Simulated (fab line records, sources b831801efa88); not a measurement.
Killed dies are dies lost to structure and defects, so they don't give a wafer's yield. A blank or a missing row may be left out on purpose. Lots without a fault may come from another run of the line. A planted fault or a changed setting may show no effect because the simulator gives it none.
Which tool did it? | flow sky130 | 6 lots, 18 wafers sampled, at 1 step of a route of 708

WHAT THE GAUGES READ, wafer by wafer
SKY_VT_ADJUST_HVTR_CD_MEAS_07: target cd 380 nm.
lot  | measured     | on        | cd_nm (nm)
L331 | day 8 19:55  | cd_sem-01 | 377.5 374.1 377.6
L333 | day 9 08:41  | cd_sem-01 | 383.1 382.1 380.9
L337 | day 10 02:50 | cd_sem-01 | 383.7 384.2 385.7
L341 | day 10 22:59 | cd_sem-01 | 378.4 380.5 382.8
L346 | day 20 03:57 | cd_sem-01 | 379.5 381.1 378.8
L349 | day 20 05:30 | cd_sem-02 | 380.7 381.4 380.4

WHICH TOOL RAN EACH LOT (tool, then ch and the chambers of the sampled wafers, then the start)
The record holds no process step before these readings.

THE ANSWER, worked out from the rows above alone
Rule: what is usual is taken from the lots themselves. Put in order of their means at a reading, lots are off if they are a third of the lots or fewer, leave a main group of 4 or more, and stand apart from it by a gap of 3 or more times the standard deviation of the main group's means; of several such gaps the widest counts. A main group whose means are all the same, to the digits that the tables above print for the reading, isn't used. A lot without any number at a reading at which 4 lots or more have one is off too. The other lots that the step has rows for count as sound.
No lot is off at any reading shown: from this, nothing can be told.

WHAT THE SIMULATOR HAD PUT IN
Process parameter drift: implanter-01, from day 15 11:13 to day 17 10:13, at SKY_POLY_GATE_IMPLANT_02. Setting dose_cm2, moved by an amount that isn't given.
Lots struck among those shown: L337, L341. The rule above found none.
